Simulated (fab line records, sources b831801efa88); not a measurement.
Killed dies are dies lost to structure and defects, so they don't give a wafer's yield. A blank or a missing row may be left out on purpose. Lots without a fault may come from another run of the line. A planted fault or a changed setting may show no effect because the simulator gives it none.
Which tool did it? | flow gf180mcu | 13 lots, 39 wafers sampled, at 2 steps of a route of 602

WHAT THE GAUGES READ, wafer by wafer
GF_MVPSD_OVL_MEAS_07. Usual: MVPSD_OVL 0.0 nm, standard deviation 1.1.
lot  | measured     | on         | MVPSD_OVL (nm) | flag
L259 | day 4 18:24  | overlay-02 | 2.0 1.5 1.9    |
L261 | day 5 11:33  | overlay-01 | 1.7 -1.3 1.3   |
L263 | day 5 23:41  | overlay-01 | 0.4 0.2 1.0    |
L264 | day 6 05:54  | overlay-02 | -0.9 -0.9 -1.7 |
L265 | day 6 08:03  | overlay-01 | 0.3 0.2 -0.3   |
L266 | day 6 21:27  | overlay-01 | -0.1 0.4 0.0   |
L267 | day 6 23:30  | overlay-01 | -1.8 0.4 -1.1  |
L268 | day 7 06:11  | overlay-01 | -0.9 1.0 0.3   |
L277 | day 9 11:13  | overlay-01 | -0.8 -0.8 1.3  |
L278 | day 9 21:03  | overlay-01 | 1.0 1.5 1.0    |
L279 | day 9 21:03  | overlay-02 | -2.0 1.6 0.5   |
L280 | day 10 03:41 | overlay-02 | -1.0 -0.6 -0.5 |
L281 | day 10 12:41 | overlay-01 | 1.1 2.5 -0.2   |

WHICH TOOL RAN EACH LOT (tool, then ch and the chambers of the sampled wafers, then the start)
lot  | GF_STI_ETCH_13
L259 | rie_diel-01 ch 0,2,3, day 1 21:36
L261 | rie_diel-03 ch 0,1,2, day 2 12:25
L263 | rie_diel-02 ch 0,2, day 2 23:01
L264 | rie_diel-01 ch 0,2,3, day 3 03:22
L265 | rie_diel-02 ch 0,1, day 3 07:34
L266 | rie_diel-02 ch 1,2,3, day 3 16:06
L267 | rie_diel-01 ch 1,2,3, day 3 19:18
L268 | rie_diel-01 ch 0,2,3, day 4 00:08
L277 | rie_diel-03 ch 0,1,3, day 5 23:20
L278 | rie_diel-02 ch 2,3, day 6 05:40
L279 | rie_diel-03 ch 1,3, day 6 08:15
L280 | rie_diel-01 ch 0,2,3, day 6 13:30
L281 | rie_diel-01 ch 1,2,3, day 6 18:41
- GF_STI_ETCH_13: etches the open film in CHF3/O2, stops on Si, target depth 282.31 nm, time 112.9 s.

WHAT THE TOOLS THEMSELVES READ (means of the sampled wafers that have a number; where no wafer has one, the mark that the record gives instead)
GF_STI_ETCH_13. Usual: chamber_pressure_mTorr 40.00 mTorr, standard deviation 0.032; drypump_motor_current_A 6.1 A, standard deviation 0.48; oes_product_au 0.831 a.u., standard deviation 0.0066; rf_fwd_power_W 597.0 W, standard deviation 1.8; throttle_valve_pct 8.811 %, standard deviation 0.0092.
lot  | tool        | chamber_pressure_mTorr (mTorr) | drypump_motor_current_A (A) | oes_product_au (a.u.) | rf_fwd_power_W (W) | throttle_valve_pct (%) | flag
L259 | rie_diel-01 | 39.98                          | 6.5                         | 0.831                 | 595.4              | 8.802                  |
L261 | rie_diel-03 | 39.99                          | 6.0                         | 0.834                 | 596.9              | 8.812                  |
L263 | rie_diel-02 | 39.98                          | 5.3                         | 0.837                 | 596.6              | 8.812                  |
L264 | rie_diel-01 | 39.99                          | 6.5                         | 0.835                 | 596.8              | 8.810                  |
L265 | rie_diel-02 | 40.00                          | 5.6                         | 0.837                 | 596.4              | 8.819                  |
L266 | rie_diel-02 | 39.97                          | 5.7                         | 0.829                 | 597.6              | 8.816                  |
L267 | rie_diel-01 | 40.01                          | 6.3                         | 0.825                 | 597.3              | 8.808                  |
L268 | rie_diel-01 | 39.99                          | 6.5                         | 0.836                 | 596.7              | 8.818                  |
L277 | rie_diel-03 | 39.98                          | 6.3                         | 0.828                 | 597.5              | 8.821                  |
L278 | rie_diel-02 | 40.00                          | 5.7                         | 0.838                 | 595.7              | 8.805                  |
L279 | rie_diel-03 | 40.03                          | 6.2                         | 0.835                 | 597.0              | 8.815                  |
L280 | rie_diel-01 | 40.01                          | 6.5                         | 0.829                 | 597.8              | 8.805                  |
L281 | rie_diel-01 | 39.96                          | 6.3                         | 0.822                 | 597.3              | 8.813                  |

THE ANSWER, worked out from the rows above alone
Rule: a lot is off if the mean of its wafers that have a number lies more than 3 standard deviations from the usual mean. A lot without any number at a reading at which 4 lots or more have one is off too. The other lots that the step has rows for count as sound. The gauges are gone through in route order, then the tools' own readings, and for those a lot's mean is taken as printed above. The first step at which some lot is off is used, and at that step the reading that is off furthest; a lot without a number counts as furthest.
No lot is off at any reading shown: from this, nothing can be told.

WHAT THE SIMULATOR HAD PUT IN
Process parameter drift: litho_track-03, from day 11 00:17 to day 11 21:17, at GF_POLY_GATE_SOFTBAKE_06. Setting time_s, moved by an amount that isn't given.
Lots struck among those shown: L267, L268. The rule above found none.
